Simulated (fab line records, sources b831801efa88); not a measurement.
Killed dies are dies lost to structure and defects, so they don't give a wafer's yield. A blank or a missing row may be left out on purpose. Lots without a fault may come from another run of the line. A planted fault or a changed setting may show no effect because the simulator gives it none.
Chamber matching | flow sky130 | SKY_VIA4_CMP_02 on cmp-01: 4 sister chambers
The step polishes SiO2. 8 wafers are shown with their chamber, then 8 later ones without.

WAFERS WITH THEIR CHAMBER
wafer  | chamber | motor_current_A (A)
L594.2 | 0       | 11.7
L595.5 | 1       | 12.9
L605.4 | 1       | 12.7
L605.6 | 2       | 12.6
L607.2 | 0       | 12.4
L607.3 | 2       | 13.2
L607.4 | 3       | 12.6
L608.1 | 3       | 13.0

WAFERS WITHOUT THEIR CHAMBER
wafer  | motor_current_A (A)
L608.5 | 13.4
L608.6 | 12.7
L609.2 | 13.9
L609.3 | 13.3
L609.5 | 13.4
L612.2 | 11.9
L612.4 | 13.5
L612.5 | 12.0

WHICH CHAMBER EACH WENT THROUGH
wafer  | from the rows above               | in truth
L608.5 | can't be placed: 2 or 1 or 3      | 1
L608.6 | can't be placed: 1 or 3 or 2 or 0 | 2
L609.2 | can't be placed: 2 or 1 or 3      | 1
L609.3 | can't be placed: 2 or 1 or 3      | 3
L609.5 | can't be placed: 2 or 1 or 3      | 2
L612.2 | 0                                 | 0
L612.4 | can't be placed: 2 or 1 or 3      | 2
L612.5 | 0                                 | 0
Placed correctly: 2 of 8. Can't be placed from these rows: 6 (the true chamber is among the candidates in 6). Placed wrongly: 0.
How it was worked out, from the rows above alone: a wafer's distance from a chamber is the root of the sum, over the readings, of the square of ((its reading less the chamber's mean) divided by the reading's scatter). The wafer belongs to the nearest chamber; if the next one is less than 2 further off, it can't be placed. A chamber's mean is the mean of its shown wafers. The scatter: the root of (the sum of the squares of (reading less its chamber's mean) over the shown wafers, divided by (wafers less chambers)).
